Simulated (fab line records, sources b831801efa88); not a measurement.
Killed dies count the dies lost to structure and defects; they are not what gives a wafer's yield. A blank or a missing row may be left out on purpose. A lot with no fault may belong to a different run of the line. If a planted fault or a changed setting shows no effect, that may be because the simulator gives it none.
What tool caused it? :: flow sky130 :: 14 lots, 42 wafers sampled, at 1 step of a route of 708

WHAT EACH GAUGE READ, for each wafer
SKY_SD_N_RS_MEAS_16: a four-point-probe measurement. Usual: SD_N_RS gives 68.62 ohm/sq (standard deviation 0.16).
lot: L615
measured: day 28 02:49
on: film metro-02
SD_N_RS (ohm/sq): 68.67 68.59 68.71
flag: 

lot: L616
measured: day 28 14:32
on: film metro-04
SD_N_RS (ohm/sq): 68.45 68.33 68.38
flag: 

lot: L617
measured: day 28 22:59
on: film metro-01
SD_N_RS (ohm/sq): 68.78 68.73 68.79
flag: 

lot: L618
measured: day 29 07:53
on: film metro-01
SD_N_RS (ohm/sq): 68.69 68.67 68.60
flag: 

lot: L619
measured: day 30 00:07
on: film metro-02
SD_N_RS (ohm/sq): 68.75 68.68 68.61
flag: 

lot: L620
measured: day 30 12:37
on: film metro-02
SD_N_RS (ohm/sq): 68.63 68.55 68.52
flag: 

lot: L621
measured: day 30 14:36
on: film metro-01
SD_N_RS (ohm/sq): 68.57 68.78 68.95
flag: 

lot: L622
measured: day 30 18:12
on: film metro-01
SD_N_RS (ohm/sq): 68.72 68.63 68.78
flag: 

lot: L623
measured: day 30 18:28
on: film metro-02
SD_N_RS (ohm/sq): 68.68 68.67 68.82
flag: 

lot: L632
measured: day 34 09:01
on: film metro-02
SD_N_RS (ohm/sq): 68.39 68.76 68.43
flag: 

lot: L631
measured: day 34 09:17
on: film metro-01
SD_N_RS (ohm/sq): 68.72 68.56 68.66
flag: 

lot: L633
measured: day 34 10:34
on: film metro-04
SD_N_RS (ohm/sq): 68.36 68.38 68.35
flag: 

lot: L636
measured: day 34 22:44
on: film metro-01
SD_N_RS (ohm/sq): 68.77 68.76 68.67
flag: 

lot: L637
measured: day 35 05:55
on: film metro-01
SD_N_RS (ohm/sq): 68.71 68.63 68.58
flag: 

TOOL THAT RAN EACH LOT (tool first, then ch and the chambers of the sampled wafers, then the start)
There is no process step in the record ahead of these readings.

AS READ BY THE TOOLS THEMSELVES (means over the sampled wafers that have a number; for cases with no such wafer, the mark the record gives instead)
The record holds no such reading with a usual standard deviation.

THE ANSWER, worked out from the rows above alone
Rule: lot off if the mean of its wafers having a number is beyond 3 standard deviations from the usual mean. Also off: a lot with no number at a reading for which 4 or more lots have one. All remaining lots with rows at the step are treated as sound. First the gauges in route order, then the tools' own readings, where a lot's mean is used as printed above. The first step at which some lot is off is used, and at that step the reading that is off furthest; a lot without a number counts as furthest.
No lot is off on any of the readings shown, so nothing can be concluded from this.

WHAT WAS PUT IN BY THE SIMULATOR
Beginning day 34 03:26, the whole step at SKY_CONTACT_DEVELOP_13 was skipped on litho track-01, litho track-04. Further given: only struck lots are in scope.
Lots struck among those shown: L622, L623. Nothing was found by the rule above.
